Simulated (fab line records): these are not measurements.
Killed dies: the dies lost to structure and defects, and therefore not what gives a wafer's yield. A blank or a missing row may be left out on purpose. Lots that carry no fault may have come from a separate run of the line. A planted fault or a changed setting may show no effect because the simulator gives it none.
Matching of chambers + flow sky130 + SKY_VIA1_CMP_24 on cmp-01 has 4 sister chambers
The step polishes, stops on SiO2, t overpolish 15 s, target thk 0 nm. 4 wafers are shown with their chamber, then 12 later ones without.

WAFERS, EACH WITH ITS CHAMBER
| wafer  | chamber | time-to-endpoint-s (s) |
|--------|---------|------------------------|
| L090.5 | 2       | 70.1                   |
| L091.1 | 0       | 60.0                   |
| L091.2 | 1       | 66.6                   |
| L091.4 | 3       | 63.8                   |

WAFERS WITH NO CHAMBER GIVEN
| wafer  | time-to-endpoint-s (s) |
|--------|------------------------|
| L093.1 | 67.8                   |
| L093.2 | 63.2                   |
| L093.3 | 68.1                   |
| L095.1 | 60.8                   |
| L095.4 | 66.4                   |
| L095.5 | 62.7                   |
| L096.1 | 63.3                   |
| L096.2 | 68.3                   |
| L096.3 | 60.9                   |
| L097.1 | 64.3                   |
| L097.4 | 60.8                   |
| L097.5 | 60.5                   |

THE CHAMBER EACH PASSED THROUGH
| wafer  | from the rows above     | in truth                   |
|--------|-------------------------|----------------------------|
| L093.1 | can't be placed: 1 or 2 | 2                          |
| L093.2 | 3                       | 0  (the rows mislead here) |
| L093.3 | can't be placed: 1 or 2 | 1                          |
| L095.1 | 0                       | 0                          |
| L095.4 | 1                       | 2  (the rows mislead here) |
| L095.5 | can't be placed: 3 or 0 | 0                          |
| L096.1 | 3                       | 3                          |
| L096.2 | can't be placed: 1 or 2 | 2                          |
| L096.3 | 0                       | 0                          |
| L097.1 | can't be placed: 3 or 1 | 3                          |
| L097.4 | 0                       | 0                          |
| L097.5 | 0                       | 0                          |
Correctly placed: 5 of 12. From these rows, 5 cannot be placed; in 5 the true chamber is one of the candidates. Placed wrongly: 2.
How it was worked out, from the rows above alone: a wafer's distance from a chamber is the root of the sum, over the readings, of the square of ((its reading less the chamber's mean) divided by the reading's scatter). If the next closest chamber is less than 2 further off than the closest, the wafer can't be placed; otherwise it belongs to the closest. Each chamber's mean is taken over the wafers shown for it. The scatter (one wafer shown for each chamber): square how far every hidden wafer sits from the nearest shown wafer, average those squares and take the square root.
